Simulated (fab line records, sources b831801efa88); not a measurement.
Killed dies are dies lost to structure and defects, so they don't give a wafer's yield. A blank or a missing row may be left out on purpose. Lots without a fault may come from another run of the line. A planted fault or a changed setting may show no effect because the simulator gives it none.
Which tool did it? | flow sfq_line | 14 lots, 42 wafers sampled, at 3 steps of a route of 325

WHAT THE GAUGES READ, wafer by wafer
SFQ_M7_RS_MEAS_943: measures by four-point-probe.
lot  | measured     | on            | M7_NB_RS (ohm/sq)
L205 | day 67 21:40 | film_metro-04 | 0.889 0.899 0.908
L207 | day 68 13:31 | film_metro-03 | 0.884 0.877 0.874
L209 | day 68 19:32 | film_metro-04 | 0.899 0.913 0.894
L210 | day 68 20:41 | film_metro-02 | 0.878 0.876 0.882
L211 | day 69 01:58 | film_metro-04 | 0.905 0.910 0.893
L212 | day 76 02:53 | film_metro-03 | 0.871 0.878 0.887
L216 | day 76 20:52 | film_metro-02 | 0.889 0.885 0.881
L217 | day 77 01:42 | film_metro-03 | 0.883 0.889 0.892
L221 | day 83 03:47 | film_metro-02 | 0.921 1.333 1.322
L222 | day 83 21:53 | film_metro-02 | 0.923 1.337 0.920
L223 | day 84 00:07 | film_metro-04 | 0.900 0.901 0.896
L224 | day 84 02:29 | film_metro-03 | 0.877 0.878 0.882
L226 | day 84 19:51 | film_metro-03 | 0.893 0.886 0.889
L228 | day 85 03:45 | film_metro-03 | 0.901 0.884 0.893

WHICH TOOL RAN EACH LOT (tool, then ch and the chambers of the sampled wafers, then the start)
lot  | SFQ_TRILAYER_M6_BARC_OPEN_METAL_ETCH_206 | SFQ_TRILAYER_M7_DEP_SPUTTER_175
L205 | rie_metal-01 ch 0,1, day 67 12:14        | pvd_sputter-06, day 67 21:34
L207 | rie_metal-02 ch 1, day 67 19:26          | pvd_sputter-04, day 68 13:26
L209 | rie_metal-01 ch 0,1, day 68 05:17        | pvd_sputter-06, day 68 19:24
L210 | rie_metal-01 ch 0,1, day 68 08:51        | pvd_sputter-04, day 68 20:35
L211 | rie_metal-02 ch 0,1, day 68 17:15        | pvd_sputter-05, day 69 01:53
L212 | rie_metal-02 ch 0,1, day 70 20:49        | pvd_sputter-04, day 76 02:44
L216 | rie_metal-02 ch 0,1, day 71 16:01        | pvd_sputter-04, day 76 20:46
L217 | rie_metal-02 ch 1, day 72 04:02          | pvd_sputter-05, day 77 01:37
L221 | rie_metal-03 ch 1, day 78 02:50          | pvd_sputter-05, day 83 03:41
L222 | rie_metal-02 ch 0,1, day 79 06:08        | pvd_sputter-05, day 83 21:47
L223 | rie_metal-01 ch 0,1, day 79 07:20        | pvd_sputter-06, day 83 23:59
L224 | rie_metal-03 ch 0,1, day 79 08:40        | pvd_sputter-04, day 84 02:23
L226 | rie_metal-03 ch 0, day 80 04:47          | pvd_sputter-06, day 84 19:46
L228 | rie_metal-02 ch 1, day 80 16:11          | pvd_sputter-06, day 85 03:38
- SFQ_TRILAYER_M6_BARC_OPEN_METAL_ETCH_206: etches BARC in O2, target depth 125 nm, time 41.7 s.
- SFQ_TRILAYER_M7_DEP_SPUTTER_175: material Nb, target thk 200 nm, time 133.3 s.

WHAT THE TOOLS THEMSELVES READ (means of the sampled wafers that have a number; where no wafer has one, the mark that the record gives instead)
SFQ_TRILAYER_M6_BARC_OPEN_METAL_ETCH_206.
lot  | tool         | chamber_pressure_mTorr (mTorr) | drypump_motor_current_A (A) | oes_product_au (a.u.)
L205 | rie_metal-01 | 10.002                         | 5.54                        | 0.682
L207 | rie_metal-02 | 10.002                         | 5.83                        | 0.683
L209 | rie_metal-01 | 9.997                          | 5.46                        | 0.684
L210 | rie_metal-01 | 10.007                         | 5.45                        | 0.688
L211 | rie_metal-02 | 10.000                         | 5.42                        | 0.679
L212 | rie_metal-02 | 9.994                          | 5.41                        | 0.689
L216 | rie_metal-02 | 9.996                          | 5.61                        | 0.685
L217 | rie_metal-02 | 9.999                          | 5.83                        | 0.686
L221 | rie_metal-03 | 10.008                         | 5.80                        | 0.686
L222 | rie_metal-02 | 9.994                          | 5.41                        | 0.684
L223 | rie_metal-01 | 9.995                          | 5.53                        | 0.685
L224 | rie_metal-03 | 10.004                         | 5.38                        | 0.684
L226 | rie_metal-03 | 9.996                          | 5.16                        | 0.682
L228 | rie_metal-02 | 9.997                          | 5.83                        | 0.688

SFQ_TRILAYER_M7_DEP_SPUTTER_175.
lot  | tool           | throttle_valve_pct (%)
L205 | pvd_sputter-06 | 29.3
L207 | pvd_sputter-04 | 29.5
L209 | pvd_sputter-06 | 28.9
L210 | pvd_sputter-04 | 29.3
L211 | pvd_sputter-05 | 29.4
L212 | pvd_sputter-04 | 28.4
L216 | pvd_sputter-04 | 28.5
L217 | pvd_sputter-05 | 29.4
L221 | pvd_sputter-05 | 30.2
L222 | pvd_sputter-05 | 30.2
L223 | pvd_sputter-06 | 29.3
L224 | pvd_sputter-04 | 28.4
L226 | pvd_sputter-06 | 29.0
L228 | pvd_sputter-06 | 28.7

THE ANSWER, worked out from the rows above alone
Rule: what is usual is taken from the lots themselves. Put in order of their means at a reading, lots are off if they are a third of the lots or fewer, leave a main group of 4 or more, and stand apart from it by a gap of 3 or more times the standard deviation of the main group's means; of several such gaps the widest counts. A main group whose means are all the same, to the digits that the tables above print for the reading, isn't used. A lot without any number at a reading at which 4 lots or more have one is off too. The other lots that the step has rows for count as sound. The gauges are gone through in route order, then the tools' own readings, and for those a lot's mean is taken as printed above. The first step at which some lot is off is used, and at that step the reading that is off furthest; a lot without a number counts as furthest.
Off: L221, L222, at SFQ_M7_RS_MEAS_943 (M7_NB_RS). The main group: mean 0.889 ohm/sq, standard deviation 0.0092.
A tool fits if, at a process step before that reading, it ran every lot that is off, and no sound lot after the first of them. The gauges at SFQ_M7_RS_MEAS_943 are tried like those tools. Can't be told from this: 2 tools fit, pvd_sputter-05 at SFQ_TRILAYER_M7_DEP_SPUTTER_175, film_metro-02 at SFQ_M7_RS_MEAS_943.

WHAT THE SIMULATOR HAD PUT IN
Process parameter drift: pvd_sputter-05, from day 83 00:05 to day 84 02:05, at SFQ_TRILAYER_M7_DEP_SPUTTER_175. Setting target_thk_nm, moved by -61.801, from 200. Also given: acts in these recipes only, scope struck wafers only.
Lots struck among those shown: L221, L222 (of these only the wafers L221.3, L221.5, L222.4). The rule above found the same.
